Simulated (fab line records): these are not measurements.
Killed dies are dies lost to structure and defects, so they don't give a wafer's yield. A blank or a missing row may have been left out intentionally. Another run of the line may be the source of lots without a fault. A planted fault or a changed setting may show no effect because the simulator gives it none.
Which tool did it? || flow sky130 || 12 lots with 36 wafers sampled at 2 steps, on a route of 708 steps

WHAT THE GAUGES SHOWED, per wafer
SKY_VIA2_CD_MEAS_12: target cd 200 nm. Usual: cd_nm 199.9 nm, standard deviation 1.3.
{"lot": "L606", "measured": "day 36 10:50", "on": "cd_sem-02", "cd_nm (nm)": "200.9 200.5 200.4", "flag": ""}
{"lot": "L607", "measured": "day 36 20:12", "on": "cd_sem-01", "cd_nm (nm)": "199.3 200.1 199.8", "flag": ""}
{"lot": "L609", "measured": "day 37 00:41", "on": "cd_sem-02", "cd_nm (nm)": "199.9 197.7 198.3", "flag": ""}
{"lot": "L610", "measured": "day 37 19:44", "on": "cd_sem-01", "cd_nm (nm)": "200.2 200.3 201.2", "flag": ""}
{"lot": "L611", "measured": "day 37 20:55", "on": "cd_sem-01", "cd_nm (nm)": "201.4 201.1 200.8", "flag": ""}
{"lot": "L613", "measured": "day 38 03:35", "on": "cd_sem-01", "cd_nm (nm)": "199.1 199.7 199.1", "flag": ""}
{"lot": "L614", "measured": "day 38 22:07", "on": "cd_sem-02", "cd_nm (nm)": "199.6 200.8 201.1", "flag": ""}
{"lot": "L615", "measured": "day 39 03:41", "on": "cd_sem-02", "cd_nm (nm)": "198.8 198.8 199.5", "flag": ""}
{"lot": "L620", "measured": "day 40 16:20", "on": "cd_sem-01", "cd_nm (nm)": "198.9 199.2 198.4", "flag": ""}
{"lot": "L621", "measured": "day 41 13:22", "on": "cd_sem-01", "cd_nm (nm)": "200.4 201.3 201.8", "flag": ""}
{"lot": "L622", "measured": "day 41 16:25", "on": "cd_sem-01", "cd_nm (nm)": "199.6 199.4 198.9", "flag": ""}
{"lot": "L625", "measured": "day 42 16:29", "on": "cd_sem-02", "cd_nm (nm)": "198.7 198.9 198.3", "flag": ""}

SKY_VIA2_OVL_MEAS_13. Usual: VIA2_OVL gives -2 nm (standard deviation 6).
{"lot": "L606", "measured": "day 36 10:58", "on": "overlay-02", "VIA2_OVL (nm)": "-6 -2 -4", "flag": ""}
{"lot": "L607", "measured": "day 36 20:17", "on": "overlay-02", "VIA2_OVL (nm)": "-4 -5 -1", "flag": ""}
{"lot": "L609", "measured": "day 37 00:46", "on": "overlay-02", "VIA2_OVL (nm)": "-17 -11 -4", "flag": ""}
{"lot": "L610", "measured": "day 37 19:49", "on": "overlay-01", "VIA2_OVL (nm)": "-13 -7 -10", "flag": ""}
{"lot": "L611", "measured": "day 37 21:00", "on": "overlay-02", "VIA2_OVL (nm)": "1 0 -2", "flag": ""}
{"lot": "L613", "measured": "day 38 03:40", "on": "overlay-02", "VIA2_OVL (nm)": "-5 -11 -3", "flag": ""}
{"lot": "L614", "measured": "day 38 22:12", "on": "overlay-01", "VIA2_OVL (nm)": "-4 -8 -4", "flag": ""}
{"lot": "L615", "measured": "day 39 03:49", "on": "overlay-01", "VIA2_OVL (nm)": "-1 14 7", "flag": ""}
{"lot": "L620", "measured": "day 40 16:28", "on": "overlay-01", "VIA2_OVL (nm)": "-1 -3 1", "flag": ""}
{"lot": "L621", "measured": "day 41 13:29", "on": "overlay-01", "VIA2_OVL (nm)": "-2 7 -6", "flag": ""}
{"lot": "L622", "measured": "day 41 16:31", "on": "overlay-02", "VIA2_OVL (nm)": "4 -4 9", "flag": ""}
{"lot": "L625", "measured": "day 42 16:37", "on": "overlay-01", "VIA2_OVL (nm)": "7 4 3", "flag": ""}

WHICH TOOL RAN EACH LOT (tool, then ch and the chambers of the sampled wafers, then the start)
The record shows no process step preceding these readings.

AS READ BY THE TOOLS THEMSELVES (means over the sampled wafers that have a number; for cases with no such wafer, the mark the record gives instead)
The record holds no such reading with a usual standard deviation.

THE ANSWER, worked out from the rows above alone
Rule: a lot is off if the mean of its wafers that have a number lies more than 3 standard deviations from the usual mean. Also off: a lot with no number at a reading for which 4 or more lots have one. The other lots that the step has rows for count as sound. Order of review: gauges by route order, followed by the tools' own readings, for which a lot's mean as printed above is used. At the first step where some lot is off, the reading lying furthest off is the one used; lots without a number count as furthest.
No lot is off on any of the readings shown, so nothing can be concluded from this.

WHAT HAD BEEN PUT IN BY THE SIMULATOR
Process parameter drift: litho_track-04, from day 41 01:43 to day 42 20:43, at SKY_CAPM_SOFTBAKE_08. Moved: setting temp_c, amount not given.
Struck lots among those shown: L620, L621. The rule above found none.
